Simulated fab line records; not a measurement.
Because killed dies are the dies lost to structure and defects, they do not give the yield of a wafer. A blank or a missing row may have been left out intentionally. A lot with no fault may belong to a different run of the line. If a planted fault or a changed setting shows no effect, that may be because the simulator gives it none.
Comparing a struck lot with a sound one ; flow sky130 ; 43 out of 708 route steps
Sound: these wafers, L495.3, L495.5, L495.6. Struck: wafers L492.2, L492.4 (left out: L492.1, a lot-mate that was not struck); the cause follows at the end.
For every step that has rows: the tool of each side, followed by ch and its chambers, followed by its first start. Under that, the readings that differ: sound wafers ; struck wafers ; difference of the means ; sigmas: that difference in standard deviations of wafers without a fault.
alike: readings whose means differ by less than 2 such deviations, and words and numbers that are the same on both sides. not compared: withheld readings, readings that some wafer has no value for, bounds like >300 that may hide the same value, and numbers for which the record gives no deviation and whose values overlap.
A row with sigmas, a row that says differs or no value, or rows on one side alone: a step with any of these is where the two part. Non-overlapping numbers with no deviation appear without sigmas and do not part them. Lack of a reading on every wafer of one side parts them only where that side has two or more wafers.

first, 7 steps without rows for these wafers: SKY_METAL4_HMDS_06 (prime time 60 s); SKY_METAL4_COAT_07 (resist thk 60 nm); SKY_METAL4_COAT_08 (resist thk 1140 nm); SKY_METAL4_SOFTBAKE_09 (time 90 s); SKY_METAL4_EXPOSE_10 (exposes mask MM4, target cd 300 nm); SKY_METAL4_PEB_11; SKY_METAL4_DEVELOP_12 (develop time 60 s).
SKY_METAL4_CD_MEAS_13 targets a cd of 300 nm.
  sound on cd sem-02, day 44 15:56; struck on cd sem-01, day 43 15:28
  alike: cd nm
SKY_METAL4_OVL_MEAS_14:
  sound on overlay-01, day 44 16:02; struck on overlay-01, day 43 15:35
reading;sound;struck;difference;sigmas
METAL4_OVL (nm);-11 -20 -15;-4 -3;+12;+2
then, 1 step without rows for these wafers: SKY_METAL4_DESCUM_15 (chemistry O2, time 8 s).
SKY_METAL4_ETCH_16: etches BARC in N2/H2, stops on SiO2, time 88.2 s, target depth 60 nm.
  sound on rie metal-04 ch 0,1, day 44 16:07; struck on rie metal-03 ch 1, day 43 15:41
  alike: drypump motor current A, oes product au, throttle valve pct
  not compared: rf hours counter h
then, 1 step without rows for these wafers: SKY_METAL4_ETCH_17 (etches SiO2 in C4F8/O2/Ar, stops on TiN, time 3.9 s, target depth 15 nm).
SKY_METAL4_METAL_ETCH_18: etches the open film in Cl2/BCl3, stops on SiO2, target depth 845 nm, time 183.1 s.
  sound on rie metal-03 ch 0, day 44 16:20; struck on rie metal-04 ch 1, day 43 15:53
  alike: drypump motor current A, oes product au, throttle valve pct
  not compared: rf hours counter h
then, 5 steps without rows for these wafers: SKY_METAL4_STRIP_19 (strips in O2/N2); SKY_METAL4_STRIP_20 (strips in post etch residue remover, time 1200 s); SKY_METAL4_CLEAN_21 (cleans in IPA, time 180 s); SKY_METAL4_CLEAN_22 (cleans in O3/DIW); SKY_VIA4_HDPCVD_00 (deposits SiO2, target thk 1750 nm, time 291.7 s).
SKY_VIA4_THK_MEAS_01:
  sound on film metro-01, day 44 17:21; struck on film metro-03, day 43 16:50
  alike: VIA4_HDPCVD_THK
SKY_VIA4_CMP_02: polishes SiO2.
  sound on cmp-01 ch 1,2,3, day 44 17:29; struck on cmp-02 ch 1,3, day 43 16:54
  alike: motor current A, platen rpm
SKY_VIA4_BOW_MEAS_03:
  sound on film metro-03, day 44 17:44; struck on film metro-04, day 43 17:12
  alike: VIA4_BOW
then, 7 steps without rows for these wafers: SKY_VIA4_DEHYDRATE_04 (time 60 s); SKY_VIA4_HMDS_05 (prime time 60 s); SKY_VIA4_COAT_06 (resist thk 1140 nm); SKY_VIA4_SOFTBAKE_07 (time 60 s); SKY_VIA4_EXPOSE_08 (exposes mask VIM4, target cd 800 nm); SKY_VIA4_PEB_09; SKY_VIA4_DEVELOP_10 (develop time 60 s).
SKY_VIA4_OVL_MEAS_11:
  sound on overlay-01, day 45 15:24; struck on overlay-02, day 44 16:16
  alike: VIA4_OVL
SKY_VIA4_ETCH_12: etches SiO2 in C4F8/O2/Ar, stops on TiN, target depth 580 nm.
  sound on rie diel-01 ch 2,3, day 45 15:25; struck on rie diel-04 ch 0,3, day 44 16:17
  alike: oes product au
then, 6 steps without rows for these wafers: SKY_VIA4_STRIP_13 (strips in O2/N2); SKY_VIA4_STRIP_14 (strips in post etch residue remover, time 1200 s); SKY_VIA4_CLEAN_15 (cleans in IPA, time 180 s); SKY_VIA4_CLEAN_16 (cleans in O3/DIW); SKY_VIA4_SPUTTER_17 (material TiN, target thk 20 nm, time 80 s); SKY_VIA4_CVD_18 (deposits W, target thk 505 nm, time 152.14 s).
SKY_VIA4_RS_MEAS_19: a four-point-probe measurement.
  sound on film metro-03, day 45 16:23; struck on film metro-04, day 44 17:10
  alike: VIA4_W_RS
SKY_VIA4_THK_MEAS_20: measures by xrf.
  sound on film metro-03, day 45 16:29; struck on film metro-04, day 44 17:17
  alike: VIA4_W_THK
then, 1 step without rows for these wafers: SKY_VIA4_CMP_21 (polishes, stops on SiO2, t overpolish 25 s, target thk 0 nm).
SKY_METAL5_SPUTTER_00: material Ti, target thk 15 nm, time 10 s.
  sound on pvd sputter-02, day 45 16:49; struck on pvd sputter-03, day 44 17:39
  alike: throttle valve pct
then, 1 step without rows for these wafers: SKY_METAL5_SPUTTER_01 (material TiN, target thk 20 nm, time 16.7 s).
SKY_METAL5_SPUTTER_02: material AlCu, target thk 1150 nm, time 61.2 s.
  sound on pvd sputter-02, day 45 16:52; struck on pvd sputter-03, day 44 17:42
  alike: throttle valve pct
-- the record jumps here: 3 days lie between the struck wafers' starts before and after (it left off in module METAL5 and takes up again in module PAD_OPEN, whose first step shown is number 708 of the route) --
SKY_PAD_OPEN_PROBE_99:
  sound on prober-01, day 48 10:05; struck on prober-02, day 47 11:50
reading;sound;struck;difference;sigmas
defect limited yield (%);83.9 85.4 80.5;74.0 72.8;-9.9;-5
killed_at_M4_up;3 5 5;50 54;+48;+25
killed dies;79 72 96;128 134;+49;+5
sort_bin_3_pad_short (%);1.2 0.6 1.0;4.3 4.7;+3.6;+9
sort_bin_5_function (%);10.2 8.7 11.6;15.2 16.3;+5.6;+4
sort n pass;413 420 396;364 358;-49;-5
sort yield pct (%);83.9 85.4 80.5;74.0 72.8;-9.9;-5
model.etest.tester.sort n pass;413 420 396;364 358;-49;
model.etest.tester.sort yield pct (%);83.94 85.37 80.49;73.98 72.76;-9.90;
model.etest.tester.sort_bin_5_pct (%);10.16 8.74 11.59;15.24 16.26;+5.59;
model.etest.tester.sort_bin_3_pct (%);1.22 0.6098 1.016;4.268 4.675;+3.523;
  alike: killed_at_M0_to_M3, killed at contacts, killed at front end, killed at other, killed open, killed short, sort_bin_6_memory

## WHERE THEY PART
Last at SKY_PAD_OPEN_PROBE_99 as far as this record goes, first at SKY_METAL4_OVL_MEAS_14.

WHY: what the simulator had put in
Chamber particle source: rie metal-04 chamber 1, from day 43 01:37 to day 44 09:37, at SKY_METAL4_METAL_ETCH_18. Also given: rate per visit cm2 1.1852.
